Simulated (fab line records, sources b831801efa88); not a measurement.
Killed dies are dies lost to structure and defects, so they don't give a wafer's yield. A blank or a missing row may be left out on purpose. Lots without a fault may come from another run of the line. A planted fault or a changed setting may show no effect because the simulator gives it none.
Chamber matching | flow gf180mcu | GF_V5_CMP_04 on cmp-02: 4 sister chambers
The step polishes SiO2. 16 wafers are shown with their chamber, then 8 later ones without.

WAFERS WITH THEIR CHAMBER
wafer  | chamber | motor_current_A (A)
L332.1 | 0       | 11.5
L332.3 | 1       | 11.4
L332.4 | 2       | 11.9
L334.3 | 1       | 11.2
L334.4 | 0       | 10.4
L334.5 | 3       | 10.5
L335.2 | 0       | 11.2
L335.4 | 2       | 12.0
L335.6 | 3       | 10.9
L336.2 | 3       | 10.6
L336.3 | 2       | 11.9
L336.6 | 1       | 11.3
L339.1 | 1       | 11.8
L339.2 | 2       | 11.4
L339.3 | 3       | 10.1
L347.1 | 2       | 11.5

SIGNATURES (means of the wafers above)
reading         | chamber 0 | chamber 1 | chamber 2 | chamber 3 | scatter within a chamber
motor_current_A | 11.033    | 11.425    | 11.740    | 10.525    | 0.35
Rule: a wafer's distance from a chamber is the root of the sum, over the readings, of the square of ((its reading less the chamber's mean) divided by the reading's scatter). The wafer belongs to the nearest chamber; if the next one is less than 2 further off, it can't be placed. The scatter: the root of (the sum of the squares of (reading less its chamber's mean) over the shown wafers, divided by (wafers less chambers)).

WAFERS WITHOUT THEIR CHAMBER
wafer  | motor_current_A (A)
L347.2 | 10.3
L347.3 | 11.4
L348.1 | 11.6
L348.2 | 11.2
L348.3 | 10.1
L349.1 | 11.2
L349.4 | 11.6
L349.6 | 11.1

WHICH CHAMBER EACH WENT THROUGH
wafer  | from the rows above               | in truth
L347.2 | can't be placed: 3 or 0           | 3
L347.3 | can't be placed: 1 or 2 or 0      | 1
L348.1 | can't be placed: 2 or 1 or 0      | 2
L348.2 | can't be placed: 0 or 1 or 2 or 3 | 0
L348.3 | can't be placed: 3 or 0           | 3
L349.1 | can't be placed: 0 or 1 or 2 or 3 | 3
L349.4 | can't be placed: 2 or 1 or 0      | 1
L349.6 | can't be placed: 0 or 1 or 3 or 2 | 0
Placed correctly: 0 of 8. Can't be placed from these rows: 8 (the true chamber is among the candidates in 8). Placed wrongly: 0.
